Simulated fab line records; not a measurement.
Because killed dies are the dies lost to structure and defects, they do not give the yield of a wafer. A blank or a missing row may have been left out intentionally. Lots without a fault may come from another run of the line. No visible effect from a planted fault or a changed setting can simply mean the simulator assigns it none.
A lot that was struck, set against a sound lot | flow sky130 | 19 out of 708 route steps
Sound: the wafers L335.2, L335.4, L335.6. Wafers struck: L347.1, L347.4, L347.5. Last of all comes the cause.
Each step with rows lists, per side, the tool, then ch with its chambers, then its first start. Under that, the readings that differ: sound wafers | struck wafers | difference of the means | sigmas: that difference in standard deviations of wafers without a fault.
alike: same words and numbers on both sides, and readings whose means sit less than 2 such deviations apart. not compared: any withheld reading, any reading some wafer has no value for, any bound like >300 that may hide the same value, and any number with overlapping values for which the record gives no deviation.
The two part at a step that has a row with sigmas, a row that says differs or no value, or rows on one side only. Numbers that don't overlap but have no deviation are shown without sigmas and don't part them. Lack of a reading on every wafer of one side parts them only where that side has two or more wafers.

first, 4 steps without rows for these wafers: SKY_VT_ADJUST_LVTN_SOFTBAKE_14 (time 60 s); SKY_VT_ADJUST_LVTN_EXPOSE_15 (exposes mask HVN STD DERIVED, target cd 600 nm); SKY_VT_ADJUST_LVTN_PEB_16; SKY_VT_ADJUST_LVTN_DEVELOP_17 (develop time 60 s).
SKY_VT_ADJUST_LVTN_OVL_MEAS_18:
  sound on overlay-01 at day 8 08:48; struck on overlay-01 at day 11 12:29
  alike: VT_ADJUST_LVTN_01_OVL
following that, these wafers have no rows for 1 step: SKY_VT_ADJUST_LVTN_IMPLANT_19.
SKY_VT_ADJUST_LVTN_STRIP_20: strips in O2/N2.
  sound on plasma-asher-03 ch 0,1, day 8 08:59; struck on plasma-asher-03 ch 0,1, day 11 12:40
  alike: drypump-motor-current-A, oes-product-au, strip-time-to-endpoint-s
  not compared: rf-hours-counter-h
SKY_VT_ADJUST_LVTN_TW_MEAS_21:
  sound on film-metro-03 at day 8 09:05; struck on film-metro-03 at day 11 12:46
  alike: VT_ADJUST_LVTN_2_TW
then, 4 steps without rows for these wafers: SKY_VT_ADJUST_NCORE_DEHYDRATE_00 (time 60 s); SKY_VT_ADJUST_NCORE_HMDS_01 (prime time 60 s); SKY_VT_ADJUST_NCORE_COAT_02 (resist thk 1140 nm); SKY_VT_ADJUST_NCORE_SOFTBAKE_03 (time 60 s).
SKY_VT_ADJUST_NCORE_EXPOSE_04: exposes mask LVTN COMPLEMENT THIN, target cd 380 nm.
  sound on iline-stepper-02 ch 0, day 8 18:28; struck on iline-stepper-01 ch 0, day 12 00:32
  reading                                 | sound                   | struck               | difference | sigmas
  model.VT_ADJUST_NCORE.overlay-x-nm (nm) | -0.1713 -0.1713 -0.1713 | -146.9 -146.9 -146.9 | -146.7     |
  alike: mask
then, 2 steps without rows for these wafers: SKY_VT_ADJUST_NCORE_PEB_05; SKY_VT_ADJUST_NCORE_DEVELOP_06 (develop time 60 s).
SKY_VT_ADJUST_NCORE_CD_MEAS_07: target cd 380 nm.
  sound on cd-sem-01 at day 9 05:01; struck on cd-sem-01 at day 12 13:14
  alike: cd-nm
SKY_VT_ADJUST_NCORE_OVL_MEAS_08:
  sound on overlay-01 at day 9 05:07; struck on overlay-01 at day 12 13:22
  reading                  | sound         | struck               | difference | sigmas
  VT_ADJUST_NCORE_OVL (nm) | -0.2 -0.7 0.8 | -146.7 -147.6 -148.2 | -147.5     | -99 or more
following that, these wafers have no rows for 1 step: SKY_VT_ADJUST_NCORE_IMPLANT_09.
-- here the record skips 37 days between the struck wafers' starts before and after, leaving off in module VT_ADJUST_NCORE and picking up in module PAD_OPEN (first step shown: number 708 of the route) --
SKY_PAD_OPEN_PROBE_99:
  sound on prober-01 at day 46 07:08; struck on prober-01 at day 49 06:46
  reading                                 | sound                | struck               | difference | sigmas
  model.etest.sram-nfet-pass.drive-ua-um  | 487.2 488.9 482      | 506.4 502.2 500.5    | +17.0      |
  model.etest.sram-nfet-pass.vt-sat-v (V) | 0.5748 0.5554 0.5713 | 0.5525 0.5437 0.5505 | -0.0183    |
  alike: killed_at_M0_to_M3, killed_at_M4_up, killed-at-contacts, killed-at-front-end, killed-at-other, killed-dies, killed-open, killed-short
  not compared: model.etest.sram-nfet-pass.off-log10-a-um, model.etest.sram-nfet-pass.vt-v

## WHERE THEY PART
Only at SKY_VT_ADJUST_NCORE_OVL_MEAS_08, as far as this record shows. Later steps at which nothing parts them and some readings are alike: SKY_PAD_OPEN_PROBE_99.

WHY: whatever the simulator had introduced
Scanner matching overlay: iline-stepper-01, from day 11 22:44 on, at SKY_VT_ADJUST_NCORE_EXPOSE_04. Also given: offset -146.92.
